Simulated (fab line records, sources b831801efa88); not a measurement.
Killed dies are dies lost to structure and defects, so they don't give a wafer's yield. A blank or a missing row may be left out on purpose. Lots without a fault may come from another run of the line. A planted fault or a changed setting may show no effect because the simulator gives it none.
Split-lot experiment | flow sfq_line | 5 lots, 23 wafers read, on a route of 325 steps

THE SPLIT
At SFQ_TRILAYER_L0_LITHO_PEB_008 (peb time 60 s), the setting peb_time_s was moved away from the recipe's 60 s on 9 of the 23 wafers read, by -11.4% to +7.4%. The other wafers ran this setting at the recipe's value.

The file shows no step between the split and the reading.

THE READING
L0.cd_nm (the simulator's own value, which no gauge read), in nm, at SFQ_TRILAYER_L0_BARC_OPEN_METAL_ETCH_010 (etches BARC in O2, target depth 125 nm, time 41.7 s). The file gives no usual value for it. The 14 wafers here that ran the recipe average 1999 nm, standard deviation 1.4 nm.

wafer  | tool, chamber at the split | peb_time_s as run, s | against the recipe | L0.cd_nm, nm | against lot-mates on the recipe
L078.4 | litho_track-03, 0          | 60                   | recipe             | 1997         | -
L078.5 | litho_track-03, 0          | 60                   | recipe             | 2000         | -
L078.6 | litho_track-03, 0          | 60                   | recipe             | 2001         | -
L079.1 | litho_track-04, 0          | 54.65                | -8.9%              | 2012         | +14
L079.3 | litho_track-04, 0          | 60                   | recipe             | 1997         | -
L079.4 | litho_track-04, 0          | 60                   | recipe             | 1998         | -
L079.5 | litho_track-04, 0          | 54.65                | -8.9%              | 2013         | +15
L079.6 | litho_track-04, 0          | 60                   | recipe             | 1999         | -
L080.1 | litho_track-04, 0          | 60                   | recipe             | 2000         | -
L080.2 | litho_track-04, 0          | 54.68                | -8.9%              | 2011         | +12
L080.6 | litho_track-04, 0          | 54.68                | -8.9%              | 2011         | +12
L080.3 | litho_track-04, 0          | 60                   | recipe             | 1999         | -
L080.4 | litho_track-04, 0          | 60                   | recipe             | 1997         | -
L084.1 | litho_track-04, 0          | 60                   | recipe             | 1999         | -
L084.2 | litho_track-04, 0          | 60                   | recipe             | 2000         | -
L084.4 | litho_track-04, 0          | 53.15                | -11.4%             | 2017         | +17
L084.5 | litho_track-04, 0          | 53.15                | -11.4%             | 2017         | +17
L084.6 | litho_track-04, 0          | 60                   | recipe             | 2000         | -
L085.1 | litho_track-04, 0          | 64.43                | +7.4%              | 1989         | -12
L085.2 | litho_track-04, 0          | 64.43                | +7.4%              | 1990         | -11
L085.3 | litho_track-04, 0          | 60                   | recipe             | 2001         | -
L085.5 | litho_track-04, 0          | 64.43                | +7.4%              | 1988         | -13
L085.6 | litho_track-04, 0          | 60                   | recipe             | 2001         | -

THE FIT
A straight line over all 23 wafers: L0.cd_nm changes by -1.45 nm for each +1% of peb_time_s; r = -0.99; the points scatter about the line by 1.3 nm.
The same after taking each lot's own level away (the mean of its wafers on the recipe; 23 wafers): -1.55 nm for each +1%; r = -0.99; scatter 1.1 nm.
On that fit, the largest move of peb_time_s shifts the reading by 18 nm.
The lots' own levels span 1998.0 to 2001.0 nm, that is 2.1 times the standard deviation above.
So the lot-to-lot level changes the slope little: the two slopes agree.
Check: with one of the wafers moved furthest among these (-11.4%) left out of the fit, the line predicts +17.5 nm for it against its lot-mates. It came out at +17.3 nm against them.

OTHER SPLITS ON THESE WAFERS
These wafers also went through other splits before the reading. Each is held against what the fit with the lots' levels taken away leaves over:
other split on the same wafers             | wafers away from the commonest value | r with L0.cd_nm (lot level and that fit taken away)
SFQ_TRILAYER_INCOMING_OXIDATION_002 temp_c | 18                                   | -0.06

THE FILE'S OWN FIT
L0.cd_nm changes by -1.54 nm for each +1% of peb_time_s, r = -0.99.
